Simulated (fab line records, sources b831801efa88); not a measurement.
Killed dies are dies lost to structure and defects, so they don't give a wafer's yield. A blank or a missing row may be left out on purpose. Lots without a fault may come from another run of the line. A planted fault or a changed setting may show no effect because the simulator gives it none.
Which tool did it? | flow gf180mcu | 6 lots, 18 wafers sampled, at 2 steps of a route of 602

WHAT THE GAUGES READ, wafer by wafer
GF_MVPSD_OVL_MEAS_07.
lot  | measured     | on         | MVPSD_OVL (nm)
L658 | day 5 07:26  | overlay-01 | -3.3 -1.6 -3.3
L660 | day 5 16:29  | overlay-01 | 1.2 1.4 0.4
L663 | day 6 11:26  | overlay-02 | -0.3 1.1 1.9
L666 | day 7 08:02  | overlay-01 | -2.0 -1.8 -0.2
L676 | day 9 16:20  | overlay-01 | -0.8 -1.1 -0.7
L679 | day 10 17:35 | overlay-02 | 0.3 -0.6 1.2

WHICH TOOL RAN EACH LOT (tool, then ch and the chambers of the sampled wafers, then the start)
lot  | GF_MVPSD_EXPOSE_04
L658 | iline_stepper-01 ch 0, day 5 00:56
L660 | iline_stepper-01 ch 0, day 5 09:01
L663 | iline_stepper-02 ch 0, day 6 03:52
L666 | iline_stepper-02 ch 0, day 7 00:20
L676 | iline_stepper-02 ch 0, day 9 07:44
L679 | iline_stepper-02 ch 0, day 10 08:31
- GF_MVPSD_EXPOSE_04: exposes mask MVPSD, target cd 1000 nm.

THE ANSWER, worked out from the rows above alone
Rule: what is usual is taken from the lots themselves. Put in order of their means at a reading, lots are off if they are a third of the lots or fewer, leave a main group of 4 or more, and stand apart from it by a gap of 3 or more times the standard deviation of the main group's means; of several such gaps the widest counts. A main group whose means are all the same, to the digits that the tables above print for the reading, isn't used. A lot without any number at a reading at which 4 lots or more have one is off too. The other lots that the step has rows for count as sound.
No lot is off at any reading shown: from this, nothing can be told.

WHAT THE SIMULATOR HAD PUT IN
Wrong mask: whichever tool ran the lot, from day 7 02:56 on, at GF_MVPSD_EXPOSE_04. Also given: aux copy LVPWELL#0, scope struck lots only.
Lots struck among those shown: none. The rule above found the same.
